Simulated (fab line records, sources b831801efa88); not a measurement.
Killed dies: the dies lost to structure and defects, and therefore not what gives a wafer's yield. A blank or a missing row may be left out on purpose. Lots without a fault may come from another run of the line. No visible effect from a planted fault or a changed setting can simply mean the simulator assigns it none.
Which of the tools did it?	flow sky130	6 lots (18 wafers sampled), 1 step of a 708-step route

WHAT THE GAUGES READ, wafer by wafer
SKY_VIA2_RS_MEAS_22: measurement is done with a four-point probe.
lot	measured	on	VIA2_W_RS (ohm/sq)
L202	day 38 07:02	filmMetro-01	0.278 0.273 0.268
L207	day 39 17:31	filmMetro-01	0.274 0.276 0.273
L211	day 41 09:11	filmMetro-02	0.271 0.277 0.278
L217	day 42 11:03	filmMetro-01	0.271 0.273 0.269
L220	day 43 14:28	filmMetro-03	0.278 0.275 0.276
L222	day 43 22:01	filmMetro-02	0.275 0.280 0.276

WHICH TOOL RAN EACH LOT (tool, then ch and the chambers of the sampled wafers, then the start)
The record holds no process step before these readings.

THE ANSWER, worked out from the rows above alone
Rule: the usual values come from the lots themselves. Put in order of their means at a reading, lots are off if they are a third of the lots or fewer, leave a main group of 4 or more, and stand apart from it by a gap of 3 or more times the standard deviation of the main group's means; of several such gaps the widest counts. A main group is skipped when, at the precision printed for the reading in the tables above, its means are all equal. Also off: a lot with no number at a reading for which 4 or more lots have one. All remaining lots with rows at the step are treated as sound.
No lot is off on any of the readings shown, so nothing can be concluded from this.

WHAT WAS PUT IN BY THE SIMULATOR
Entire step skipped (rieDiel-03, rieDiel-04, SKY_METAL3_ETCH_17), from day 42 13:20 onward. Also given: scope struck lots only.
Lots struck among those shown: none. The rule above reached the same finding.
